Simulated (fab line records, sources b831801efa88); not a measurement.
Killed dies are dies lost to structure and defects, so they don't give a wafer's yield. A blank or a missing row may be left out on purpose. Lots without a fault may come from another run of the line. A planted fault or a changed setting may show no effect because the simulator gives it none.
One fault seen from 2 desks | flow sky130 | each desk has only its own numbers; what lay behind them comes last

THE METROLOGY DESK
What the gauges read, lot by lot, whatever tool the lot ran on: means of the sampled wafers that have a number. A lot is out of limits, marked OUT, if its mean lies more than 4 standard deviations from the usual mean; the brackets give that distance.
Columns: A = VIA1_BOW at SKY_VIA1_BOW_MEAS_03, usual 78 um; B = VIA1_W_RS at SKY_VIA1_RS_MEAS_22, usual 0.426 ohm/sq
lot  | first seen here | A  | B
L501 | day 33 09:54    | 81 | 0.418
L502 | day 33 12:25    | 70 | 0.427
L505 | day 35 01:32    | 76 | 0.423
L504 | day 35 03:28    | 77 | 0.431
L506 | day 35 10:55    | 81 | 0.428
L507 | day 35 12:44    | 79 | 0.420
L515 | day 38 02:19    | 85 | 0.423
L518 | day 38 19:22    | 76 | 0.429
L519 | day 39 02:52    | 78 | 0.434
L520 | day 39 04:27    | 86 | 0.427
L521 | day 39 09:02    | 71 | 0.429
L522 | day 39 17:53    | 75 | 0.426
This desk's finding: nothing out of limits on any of the 12 lots.

THE TOOL OWNER'S DESK: litho_track-03
The tool's own readings at SKY_METAL2_DEVELOP_14 (develop time 60 s): means of the sampled wafers that have a number, for each lot that ran on this tool. A lot is out of limits, marked OUT, if its mean lies more than 4 standard deviations from the usual mean; the brackets give that distance.
Columns: A = developer_temp_C at SKY_METAL2_DEVELOP_14, usual 21.01 C
lot  | first seen here | A
L501 | day 35 14:00    | 21.06
L504 | day 37 09:00    | 21.81 (+8.0) OUT
L506 | day 37 15:00    | 21.89 (+8.8) OUT
L507 | day 37 17:00    | 21.94 (+9.3) OUT
L519 | day 41 04:00    | 20.98
This desk's finding: out of limits on L504, L506, L507; first on L504, day 37 09:00 (developer_temp_C at SKY_METAL2_DEVELOP_14). In limits: L501, L519.

PUT TOGETHER
The tool owner's desk could have raised an alarm at day 37 09:00, on L504, L506, L507.
The metrology desk saw nothing out of limits.
The metrology desk has L504, L506, L507 on record, within its limits.
Of the lots named, all ran SKY_METAL2_DEVELOP_14 on litho_track-03.

WHAT THE SIMULATOR HAD PUT IN
Process parameter drift: litho_track-03, from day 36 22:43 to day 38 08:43, at SKY_METAL2_DEVELOP_14. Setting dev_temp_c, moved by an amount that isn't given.
Lots struck among those shown: L504, L506, L507.
Hours from the fault's start to each desk's first reading out of limits: the tool owner's desk, 10.
